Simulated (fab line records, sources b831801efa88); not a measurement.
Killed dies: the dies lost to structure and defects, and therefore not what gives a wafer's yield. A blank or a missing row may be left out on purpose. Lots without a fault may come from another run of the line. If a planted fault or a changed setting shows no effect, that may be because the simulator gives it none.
Which tool is to blame?	flow sky130	Sampling: 11 lots, 33 wafers, 5 of 708 route steps

WHAT THE GAUGES SHOWED, per wafer
No reading from a measuring or inspecting step in the record can be judged against a usual standard deviation.

WHAT TOOL EACH LOT RAN ON (gives the tool, then ch and the chambers of the sampled wafers, and finally the start)
lot	SKY_VIA3_CMP_02	SKY_VIA3_ETCH_15	SKY_VIA3_CMP_24	SKY_METAL4_SPUTTER_01	SKY_CAP2M_SPUTTER_02
L993	cmp-02 ch 0,1,3, day 38 15:34	rieDiel-01 ch 2,3, day 39 16:57	cmp-01 ch 0,3, day 39 18:09	pvdSputter-03, day 39 18:26	pvdSputter-01, day 39 18:38
L994	cmp-02 ch 0,1,2, day 39 07:22	rieDiel-03 ch 0,1,2, day 40 07:47	cmp-01 ch 0,1,3, day 40 08:55	pvdSputter-03, day 40 09:08	pvdSputter-02, day 40 09:20
L995	cmp-02 ch 0,2,3, day 39 10:31	rieDiel-03 ch 0,2,3, day 40 11:30	cmp-01 ch 0,1,2, day 40 12:31	pvdSputter-04, day 40 12:50	pvdSputter-01, day 40 13:04
L996	cmp-02 ch 0,2,3, day 39 16:04	rieDiel-04 ch 1,2,3, day 40 17:58	cmp-01 ch 0,1,2, day 40 19:24	pvdSputter-01, day 40 19:43	pvdSputter-03, day 40 19:56
L997	cmp-01 ch 2,3, day 39 19:34	rieDiel-03 ch 0,2, day 40 20:14	cmp-01 ch 0,2, day 40 21:16	pvdSputter-04, day 40 21:35	pvdSputter-03, day 40 21:47
L998	cmp-02 ch 0,2,3, day 40 07:13	rieDiel-04 ch 1,3, day 41 07:27	cmp-02 ch 0,3, day 41 08:32	pvdSputter-01, day 41 08:52	pvdSputter-03, day 41 09:04
L102	cmp-02 ch 0,1,3, day 41 09:57	rieDiel-01 ch 0,1, day 42 09:52	cmp-02 ch 0,1,3, day 42 10:58	pvdSputter-04, day 42 11:14	pvdSputter-03, day 42 11:28
L107	cmp-01 ch 0,1,3, day 43 03:34	rieDiel-03 ch 0,2,3, day 44 02:35	cmp-01 ch 0,1,2, day 44 03:42	pvdSputter-04, day 44 03:58	pvdSputter-02, day 44 04:11
L109	cmp-02 ch 1,2,3, day 43 15:11	rieDiel-01 ch 0,2,3, day 44 13:50	cmp-01 ch 1,2, day 44 15:05	pvdSputter-04, day 44 15:21	pvdSputter-02, day 44 15:34
L111	cmp-02 ch 1,3, day 43 22:48	rieDiel-04 ch 1,2, day 44 21:34	cmp-01 ch 0,2,3, day 44 22:37	pvdSputter-03, day 44 22:56	pvdSputter-02, day 44 23:09
L112	cmp-02 ch 1,2, day 44 09:36	rieDiel-04 ch 1,2, day 45 07:37	cmp-02 ch 0,3, day 45 08:37	pvdSputter-04, day 45 08:56	pvdSputter-02, day 45 09:10
- SKY_VIA3_CMP_02: polishes SiO2.
- SKY_VIA3_ETCH_15: etches SiO2 in C4F8/O2/Ar, stops on TiN, target depth 507 nm, time 78 s.
- SKY_VIA3_CMP_24: polishes, stops on SiO2, t overpolish 20 s, target thk 0 nm.
- SKY_METAL4_SPUTTER_01: material TiN, target thk 20 nm, time 16.7 s.
- SKY_CAP2M_SPUTTER_02: material TiN, target thk 200 nm, time 166.7 s.

WHAT THE TOOLS THEMSELVES READ (means of the sampled wafers that have a number; where no wafer has one, the mark that the record gives instead)
SKY_VIA3_CMP_02. Usual: motorCurrentA 13.3 A, standard deviation 1.2; slurryFilterDpKPa 13.49 kPa, standard deviation 0.15.
lot	tool	motorCurrentA (A)	slurryFilterDpKPa (kPa)	flag
L993	cmp-02	14.0	13.41	
L994	cmp-02	13.8	13.44	
L995	cmp-02	14.2	13.44	
L996	cmp-02	14.4	13.41	
L997	cmp-01	13.5	13.62	
L998	cmp-02	14.3	13.52	
L102	cmp-02	13.8	13.47	
L107	cmp-01	11.7	13.53	
L109	cmp-02	13.8	13.48	
L111	cmp-02	14.0	13.50	
L112	cmp-02	14.6	13.43	

SKY_VIA3_ETCH_15. Usual: 0.946 a.u. for oesProductAu, sd 0.0051.
lot	tool	oesProductAu (a.u.)	flag
L993	rieDiel-01	0.948	
L994	rieDiel-03	0.945	
L995	rieDiel-03	0.948	
L996	rieDiel-04	0.942	
L997	rieDiel-03	0.944	
L998	rieDiel-04	0.890	OFF
L102	rieDiel-01	0.887	OFF
L107	rieDiel-03	0.944	
L109	rieDiel-01	0.946	
L111	rieDiel-04	0.946	
L112	rieDiel-04	0.945	

SKY_VIA3_CMP_24. Usual: motorCurrentA 11.9 A, standard deviation 1.1; slurryFilterDpKPa 13.49 kPa, standard deviation 0.14.
lot	tool	motorCurrentA (A)	slurryFilterDpKPa (kPa)	flag
L993	cmp-01	10.5	13.52	
L994	cmp-01	10.9	13.49	
L995	cmp-01	11.8	13.44	
L996	cmp-01	11.9	13.38	
L997	cmp-01	11.5	13.39	
L998	cmp-02	13.4	13.35	
L102	cmp-02	12.7	13.57	
L107	cmp-01	11.9	13.52	
L109	cmp-01	12.0	13.37	
L111	cmp-01	11.7	13.52	
L112	cmp-02	13.0	13.58	

SKY_METAL4_SPUTTER_01. Usual: 30.1 % for throttleValvePct, sd 0.61.
lot	tool	throttleValvePct (%)	flag
L993	pvdSputter-03	30.4	
L994	pvdSputter-03	30.5	
L995	pvdSputter-04	30.5	
L996	pvdSputter-01	29.5	
L997	pvdSputter-04	30.2	
L998	pvdSputter-01	29.3	
L102	pvdSputter-04	30.5	
L107	pvdSputter-04	30.5	
L109	pvdSputter-04	30.2	
L111	pvdSputter-03	30.3	
L112	pvdSputter-04	30.7	

SKY_CAP2M_SPUTTER_02. Usual: 29.7 % for throttleValvePct, sd 1.
lot	tool	throttleValvePct (%)	flag
L993	pvdSputter-01	30.1	
L994	pvdSputter-02	30.4	
L995	pvdSputter-01	28.7	
L996	pvdSputter-03	30.6	
L997	pvdSputter-03	30.4	
L998	pvdSputter-03	30.7	
L102	pvdSputter-03	30.6	
L107	pvdSputter-02	29.8	
L109	pvdSputter-02	29.7	
L111	pvdSputter-02	28.2	
L112	pvdSputter-02	29.7	

THE ANSWER, worked out from the rows above alone
Rule: a lot is off if the mean of its wafers that have a number lies more than 3 standard deviations from the usual mean. Also off: a lot with no number at a reading for which 4 or more lots have one. Where the step has rows for the other lots, those lots are counted as sound. Order of review: gauges by route order, followed by the tools' own readings, for which a lot's mean as printed above is used. The first step at which some lot is off is used, and at that step the reading that is off furthest; a lot without a number counts as furthest.
Off: L998, L102 (SKY_VIA3_ETCH_15, oesProductAu).
A tool fits if, at that step or a process step before it, it ran every lot that is off, and no sound lot after the first of them. No candidate that was tried fits.

WHAT THE SIMULATOR HAD PUT IN
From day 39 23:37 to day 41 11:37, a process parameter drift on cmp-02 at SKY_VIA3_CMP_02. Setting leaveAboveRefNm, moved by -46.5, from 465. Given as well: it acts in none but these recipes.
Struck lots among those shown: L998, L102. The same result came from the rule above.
